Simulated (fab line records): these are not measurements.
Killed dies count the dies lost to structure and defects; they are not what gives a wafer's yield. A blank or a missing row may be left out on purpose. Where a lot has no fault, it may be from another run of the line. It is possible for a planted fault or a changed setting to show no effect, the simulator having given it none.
fab line records | flow gf180mcu
[record] lots = 12 | wafers = 36 | last-day = 34
route steps=602 shown V2@400 M3@415 V3@429
lots that met no fault: from a run of the same line without faults
start-h: the number of hours between the record's first day and the start of the first shown wafer of the lot | wait-h: hours from the lot's prior step to this one | " unchanged from the row above | L1.1+2: one row covering several wafers at once | - no value, or no start was given | * or withheld: withheld | < > ~ a bound
route shown NAME@n: a module of which the file shows steps, and the number in the route of the first | usual: mean/standard deviation taken from wafers without a fault | same: alike in all rows | chamber/n: place in a boat | sites: readings site by site | _std_site: the standard deviation of these | _edge_site: the outer-site mean with the inner-site mean subtracted | radius-mm: how far each site lies from the wafer's centre | mask NAME#n: copy n | behind: the last tool/chamber to shape the wafer | hold: the reason the lot was held/the length of the hold in hours/how it ended | device: which transistor (n, p or np) failed to switch | end of line: tests of these same wafers at the route's end | where a step has no rows: the recipe by itself | killed: dies lost to structure and defects at the first sort, not the wafer's yield | map: a wafer's dies, x killed, . not, _ none there
set.NAME: the setting the step ran with; set.NAME@STEP: the setting that earlier step ran with | model.NAME: the simulator's own value behind a step, which no gauge read
a sample of lots followed through the steps of the route, with each step as a table and each wafer as a row
services: when a tool's chamber went out of use (start-h, in hours from the record's first day, below 0 if earlier), for how many hours, and the reason
[[steps]]
[step GF_V2_STRIP_18]
[recipe] chemistry = O2/N2 | power-w = 1400 | pressure-mtorr = 1500 | platen-temp-c = 250 | o2-flow-sccm = 3000 | n2-flow-sccm = 300 | overash-fraction = 0.5
[usual] chamber-pressure-mTorr = 1499.9/1.3 | drypump-motor-current-A = 6.0/0.43 | heater-power-w = 323/31 | oes-product-au = 0.593/0.005
lot.wafer | tool            | chamber | start-h | wait-h | chamber-pressure-mTorr | drypump-motor-current-A | heater-power-w | oes-product-au | rf-hours-counter-h
L601.3    | plasma-asher-02 | 0       | 469.98  | -      | 1496.7                 | 5.5                     | 377            | 0.601          | -
L601.4    | "               | 1       | "       | "      | 1502.0                 | 5.8                     | 324            | 0.585          | -
L601.6    | "               | 1       | "       | "      | 1498.7                 | 5.8                     | 336            | 0.590          | -
L604.2    | plasma-asher-03 | 0       | 510.86  | -      | 1499.4                 | 6.0                     | 312            | 0.596          | 73
L604.3    | "               | 0       | "       | "      | 1497.9                 | 6.0                     | 325            | 0.593          | -
L604.6    | "               | 0       | "       | "      | 1500.4                 | 6.0                     | 322            | 0.596          | -
L606.1    | plasma-asher-01 | 0       | 519.15  | -      | 1499.5                 | 6.9                     | 363            | 0.600          | 42
L606.3    | "               | 1       | "       | "      | 1500.4                 | 5.6                     | 284            | 0.591          | -
L606.5    | "               | 1       | "       | "      | 1499.0                 | 5.7                     | 288            | 0.594          | -
L607.1    | plasma-asher-02 | 0       | 532.58  | -      | 1499.9                 | 5.4                     | 372            | 0.593          | 11
L607.2    | "               | 1       | "       | "      | 1498.6                 | 5.8                     | 325            | 0.586          | 11
L607.3    | "               | 1       | "       | "      | 1500.0                 | 5.9                     | 334            | 0.587          | -
L609.4    | plasma-asher-03 | 1       | 550.45  | -      | 1500.4                 | 5.9                     | 289            | 0.598          | -
L609.5    | "               | 0       | "       | "      | 1500.5                 | 6.0                     | 311            | 0.587          | -
L609.6    | "               | 1       | "       | "      | 1501.5                 | 5.9                     | 290            | 0.597          | -
L610.1    | plasma-asher-03 | 1       | 554.58  | -      | 1497.1                 | 5.9                     | 293            | 0.593          | 77
L610.3    | "               | 1       | "       | "      | 1500.1                 | 5.9                     | 293            | 0.595          | -
L610.6    | "               | 0       | "       | "      | 1498.4                 | 6.0                     | 315            | 0.586          | -
L612.2    | plasma-asher-03 | 1       | 578.08  | -      | 1499.5                 | 5.9                     | 294            | 0.598          | 79
L612.3    | "               | 0       | "       | "      | 1500.3                 | 6.0                     | 315            | 0.599          | -
L612.5    | "               | 0       | "       | "      | 1502.3                 | 6.0                     | 317            | 0.595          | -
L618.2    | plasma-asher-02 | 0       | 622.13  | -      | 1499.3                 | 5.4                     | 380            | 0.603          | 21
L618.3    | "               | 1       | "       | "      | 1499.0                 | 5.9                     | 347            | 0.598          | -
L618.4    | "               | 0       | "       | "      | 1499.5                 | 5.5                     | 373            | 0.596          | -
L619.2    | plasma-asher-01 | 1       | 624.41  | -      | 1498.6                 | 5.7                     | 286            | 0.603          | 54
L619.3    | "               | 0       | "       | "      | 1500.5                 | 6.8                     | 351            | 0.594          | -
L619.4    | "               | 1       | "       | "      | 1502.1                 | 5.7                     | 295            | 0.597          | -
L621.2    | plasma-asher-01 | 0       | 635.01  | -      | 1500.4                 | 6.8                     | 356            | 0.588          | 55
L621.5    | "               | 0       | "       | "      | 1499.4                 | 6.8                     | 355            | 0.599          | -
L621.6    | "               | 1       | "       | "      | 1499.2                 | 5.7                     | 285            | 0.588          | -
L622.1    | plasma-asher-02 | 0       | 639.95  | -      | 1500.5                 | 5.4                     | 371            | 0.587          | 23
L622.3    | "               | 1       | "       | "      | 1499.9                 | 5.8                     | 332            | 0.589          | -
L622.5    | "               | 0       | "       | "      | 1499.5                 | 5.4                     | 373            | 0.593          | -
L623.1    | plasma-asher-01 | 0       | 651.35  | -      | 1502.3                 | 6.8                     | 350            | 0.601          | 57
L623.2    | "               | 1       | "       | "      | 1499.6                 | 5.6                     | 289            | 0.596          | 57
L623.5    | "               | 0       | "       | "      | 1499.8                 | 6.8                     | 352            | 0.597          | -
[step GF_V2_SPUTTER_21]
[recipe] material = Ti | target-thk-nm = 15 | chamber-pressure-pa = 5 | power-w = 2500 | substrate-temp-c = 200 | time-s = 80.02
[usual] throttle-valve-pct = 30.4/0.93
lot.wafer | tool           | chamber | start-h | wait-h | throttle-valve-pct
L601.3    | pvd-sputter-01 | -       | 470.48  | 0.0    | 29.6
L601.4    | "              | -       | "       | "      | 31.4
L601.6    | "              | -       | "       | "      | 29.6
L604.2    | pvd-sputter-04 | -       | 511.40  | 0.0    | 31.2
L604.3    | "              | -       | "       | "      | 30.4
L604.6    | "              | -       | "       | "      | 32.2
L606.1    | pvd-sputter-02 | -       | 519.68  | 0.0    | 30.4
L606.3    | "              | -       | "       | "      | 30.8
L606.5    | "              | -       | "       | "      | 30.0
L607.1    | pvd-sputter-02 | -       | 533.12  | 0.0    | 30.0
L607.2    | "              | -       | "       | "      | 30.4
L607.3    | "              | -       | "       | "      | 30.2
L609.4    | pvd-sputter-01 | -       | 550.95  | 0.0    | 29.7
L609.5    | "              | -       | "       | "      | 29.4
L609.6    | "              | -       | "       | "      | 31.0
L610.1    | pvd-sputter-01 | -       | 555.11  | 0.0    | 31.2
L610.3    | "              | -       | "       | "      | 29.8
L610.6    | "              | -       | "       | "      | 29.8
L612.2    | pvd-sputter-01 | -       | 578.70  | 0.0    | 29.8
L612.3    | "              | -       | "       | "      | 29.4
L612.5    | "              | -       | "       | "      | 31.3
L618.2    | pvd-sputter-01 | -       | 623.00  | 0.0    | 28.9
L618.3    | "              | -       | "       | "      | 31.3
L618.4    | "              | -       | "       | "      | 29.5
L619.2    | pvd-sputter-02 | -       | 624.97  | 0.0    | 30.9
L619.3    | "              | -       | "       | "      | 30.2
L619.4    | "              | -       | "       | "      | 31.8
L621.2    | pvd-sputter-04 | -       | 635.54  | 0.0    | 30.0
L621.5    | "              | -       | "       | "      | 29.8
L621.6    | "              | -       | "       | "      | 30.3
L622.1    | pvd-sputter-04 | -       | 640.48  | 0.0    | 29.5
L622.3    | "              | -       | "       | "      | 30.3
L622.5    | "              | -       | "       | "      | 31.1
L623.1    | pvd-sputter-04 | -       | 651.91  | 0.0    | 30.2
L623.2    | "              | -       | "       | "      | 29.8
L623.5    | "              | -       | "       | "      | 29.9
[step GF_M3_THK_MEAS_06]
[recipe] thk-meas-gauge = xrf | reads = AlCu_of_M3_SPUTTER_02
[usual] M3_ALCU_THK = 446/6.5
lot.wafer | tool          | chamber | start-h | wait-h | M3_ALCU_THK[nm]
L601.3    | film-metro-01 | -       | 471.54  | 0.1    | 447
L601.4    | "             | -       | "       | "      | 451
L601.6    | "             | -       | "       | "      | 445
L604.2    | film-metro-04 | -       | 512.45  | 0.1    | 441
L604.3    | "             | -       | "       | "      | 441
L604.6    | "             | -       | "       | "      | 438
L606.1    | film-metro-01 | -       | 520.71  | 0.1    | 441
L606.3    | "             | -       | "       | "      | 448
L606.5    | "             | -       | "       | "      | 446
L607.1    | film-metro-04 | -       | 534.15  | 0.1    | 454
L607.2    | "             | -       | "       | "      | 452
L607.3    | "             | -       | "       | "      | 467
L609.4    | film-metro-04 | -       | 552.01  | 0.1    | 436
L609.5    | "             | -       | "       | "      | 439
L609.6    | "             | -       | "       | "      | 444
L610.1    | film-metro-01 | -       | 557.41  | 0.1    | 450
L610.3    | "             | -       | "       | "      | 448
L610.6    | "             | -       | "       | "      | 453
L612.2    | film-metro-03 | -       | 579.74  | 0.1    | 448
L612.3    | "             | -       | "       | "      | 446
L612.5    | "             | -       | "       | "      | 448
L618.2    | film-metro-04 | -       | 624.04  | 0.1    | 435
L618.3    | "             | -       | "       | "      | 438
L618.4    | "             | -       | "       | "      | 438
L619.2    | film-metro-04 | -       | 626.01  | 0.1    | 439
L619.3    | "             | -       | "       | "      | 433
L619.4    | "             | -       | "       | "      | 453
L621.2    | film-metro-01 | -       | 636.59  | 0.1    | 442
L621.5    | "             | -       | "       | "      | 445
L621.6    | "             | -       | "       | "      | 439
L622.1    | film-metro-01 | -       | 641.51  | 0.1    | 453
L622.3    | "             | -       | "       | "      | 449
L622.5    | "             | -       | "       | "      | 452
L623.1    | film-metro-01 | -       | 652.94  | 0.1    | 442
L623.2    | "             | -       | "       | "      | 450
L623.5    | "             | -       | "       | "      | 451
[step GF_V3_CVD_00]
[recipe] material = SiO2 | target-thk-nm = 600 | sigma-open-frac = 0.3 | temp-c = 400 | time-s = 100 | sih4-flow-sccm = 60 | pressure-mtorr = 6
[usual] sih4-flow-sccm = 59.99/0.17
lot.wafer | tool      | chamber | start-h | wait-h | sih4-flow-sccm
L601.3    | hdpcvd-01 | 1       | 495.99  | 0.0    | 59.73
L601.4    | "         | 0       | "       | "      | 60.15
L601.6    | "         | 1       | "       | "      | 59.92
L604.2    | hdpcvd-01 | 0       | 535.66  | 0.0    | 59.86
L604.3    | "         | 2       | "       | "      | 60.16
L604.6    | "         | 1       | "       | "      | 60.09
L606.1    | hdpcvd-02 | 1       | 553.95  | 9.8    | 60.05
L606.3    | "         | 0       | "       | "      | 59.93
L606.5    | "         | 2       | "       | "      | 60.08
L607.1    | hdpcvd-02 | 1       | 556.64  | 0.0    | 59.83
L607.2    | "         | 0       | "       | "      | 59.95
L607.3    | "         | 2       | "       | "      | 60.03
L609.4    | hdpcvd-01 | 1       | 573.74  | 0.0    | 59.98
L609.5    | "         | 2       | "       | "      | 60.08
L609.6    | "         | 0       | "       | "      | 59.78
L610.1    | hdpcvd-02 | 1       | 580.41  | 0.0    | 60.06
L610.3    | "         | 2       | "       | "      | 59.99
L610.6    | "         | 2       | "       | "      | 59.75
L612.2    | hdpcvd-02 | 1       | 601.70  | 0.0    | 59.90
L612.3    | "         | 0       | "       | "      | 60.18
L612.5    | "         | 1       | "       | "      | 60.15
L618.2    | hdpcvd-01 | 1       | 644.47  | 0.0    | 60.21
L618.3    | "         | 0       | "       | "      | 60.02
L618.4    | "         | 0       | "       | "      | 60.30
L619.2    | hdpcvd-02 | 2       | 647.02  | 0.0    | 60.09
L619.3    | "         | 1       | "       | "      | 60.26
L619.4    | "         | 2       | "       | "      | 59.96
L621.2    | hdpcvd-02 | 0       | 656.77  | 0.0    | 51.04
L621.5    | "         | 2       | "       | "      | 50.75
L621.6    | "         | 1       | "       | "      | 51.32
L622.1    | hdpcvd-02 | 0       | 661.79  | 0.0    | 50.76
L622.3    | "         | 2       | "       | "      | 51.05
L622.5    | "         | 2       | "       | "      | 50.74
L623.1    | hdpcvd-01 | 0       | 672.53  | 0.0    | 59.93
L623.2    | "         | 2       | "       | "      | 59.87
L623.5    | "         | 1       | "       | "      | 60.05
[step GF_V3_THK_MEAS_01]
[recipe] reads = SiO2_of_V3_CVD_00
[usual] V3_CVD_00_THK = 599/5.4
lot.wafer | tool          | chamber | start-h | wait-h | V3_CVD_00_THK[nm]
L601.3    | film-metro-04 | -       | 496.08  | 0.1    | 609
L601.4    | "             | -       | "       | "      | 592
L601.6    | "             | -       | "       | "      | 606
L604.2    | film-metro-02 | -       | 535.74  | 0.0    | 591
L604.3    | "             | -       | "       | "      | 596
L604.6    | "             | -       | "       | "      | 598
L606.1    | film-metro-02 | -       | 554.03  | 0.0    | 600
L606.3    | "             | -       | "       | "      | 601
L606.5    | "             | -       | "       | "      | 601
L607.1    | film-metro-04 | -       | 556.71  | 0.0    | 601
L607.2    | "             | -       | "       | "      | 601
L607.3    | "             | -       | "       | "      | 602
L609.4    | film-metro-02 | -       | 573.80  | 0.0    | 596
L609.5    | "             | -       | "       | "      | 598
L609.6    | "             | -       | "       | "      | 601
L610.1    | film-metro-02 | -       | 580.48  | 0.0    | 592
L610.3    | "             | -       | "       | "      | 595
L610.6    | "             | -       | "       | "      | 600
L612.2    | film-metro-02 | -       | 601.78  | 0.0    | 609
L612.3    | "             | -       | "       | "      | 604
L612.5    | "             | -       | "       | "      | 607
L618.2    | film-metro-01 | -       | 644.55  | 0.0    | 603
L618.3    | "             | -       | "       | "      | 603
L618.4    | "             | -       | "       | "      | 606
L619.2    | film-metro-04 | -       | 647.10  | 0.0    | 600
L619.3    | "             | -       | "       | "      | 598
L619.4    | "             | -       | "       | "      | 600
L621.2    | film-metro-01 | -       | 656.85  | 0.0    | 508
L621.5    | "             | -       | "       | "      | 508
L621.6    | "             | -       | "       | "      | 509
L622.1    | film-metro-04 | -       | 661.86  | 0.0    | 501
L622.3    | "             | -       | "       | "      | 508
L622.5    | "             | -       | "       | "      | 510
L623.1    | film-metro-01 | -       | 672.60  | 0.0    | 607
L623.2    | "             | -       | "       | "      | 607
L623.5    | "             | -       | "       | "      | 599
[[services]]
tool            | chamber | start-h | hours | kind
plasma-asher-01 | -       | 477.79  | 1.2   | repair
hdpcvd-01       | -       | 485.12  | 1.4   | repair
hdpcvd-01       | -       | 505.13  | 2.4   | repair
hdpcvd-02       | -       | 539.21  | 14.6  | pm
hdpcvd-01       | -       | 539.25  | 15.0  | pm
hdpcvd-01       | 0       | 539.25  | 15.0  | vent-cycle
hdpcvd-01       | 1       | 539.25  | 15.0  | vent-cycle
hdpcvd-01       | 2       | 539.25  | 15.0  | vent-cycle
pvd-sputter-01  | -       | 539.58  | 2.1   | repair
hdpcvd-01       | -       | 554.25  | 5.5   | pm
hdpcvd-01       | 0       | 554.25  | -     | clean
hdpcvd-01       | 1       | 554.25  | -     | clean
hdpcvd-01       | 2       | 554.25  | -     | clean
plasma-asher-03 | -       | 564.07  | 11.2  | pm
pvd-sputter-01  | -       | 572.49  | 0.8   | repair
pvd-sputter-02  | 1       | 579.61  | -     | consumable-replace:kit
pvd-sputter-02  | 1       | 579.61  | 18.0  | scheduled-down
pvd-sputter-01  | 2       | 581.63  | -     | consumable-replace:kit
pvd-sputter-01  | 2       | 581.63  | 18.0  | scheduled-down
pvd-sputter-01  | 2       | 581.63  | 18.0  | vent-cycle
pvd-sputter-04  | -       | 582.23  | 1.4   | repair
plasma-asher-03 | -       | 584.41  | 3.0   | repair
hdpcvd-01       | 1       | 585.84  | 5.0   | repair
plasma-asher-03 | -       | 635.02  | 24.0  | repair
[[key]]
[first-sign] step = GF_V3_CVD_00 | reading = sih4-flow-sccm | direction = down | sigmas = 52 | usual = 59.99 | struck = 50.94
[effect] step = GF_V3_THK_MEAS_01 | reading = V3_CVD_00_THK | direction = down | sigmas = 17 | usual = 599 | struck = 507
met-at GF_V3_CVD_00
struck-lots L621,L622
not-acting-at GF_V2_STRIP_18,GF_V2_SPUTTER_21,GF_M3_THK_MEAS_06
onset-between 647.02 656.77
[fault] kind = process-parameter-drift | tool = hdpcvd-02 | chamber = - | onset-h = 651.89 | steps = GF_V3_CVD_00 | channel = sih4-flow-sccm | offset = -9 | shape = step | end-h = 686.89 | acts-in = these-recipes-only | stated = 60
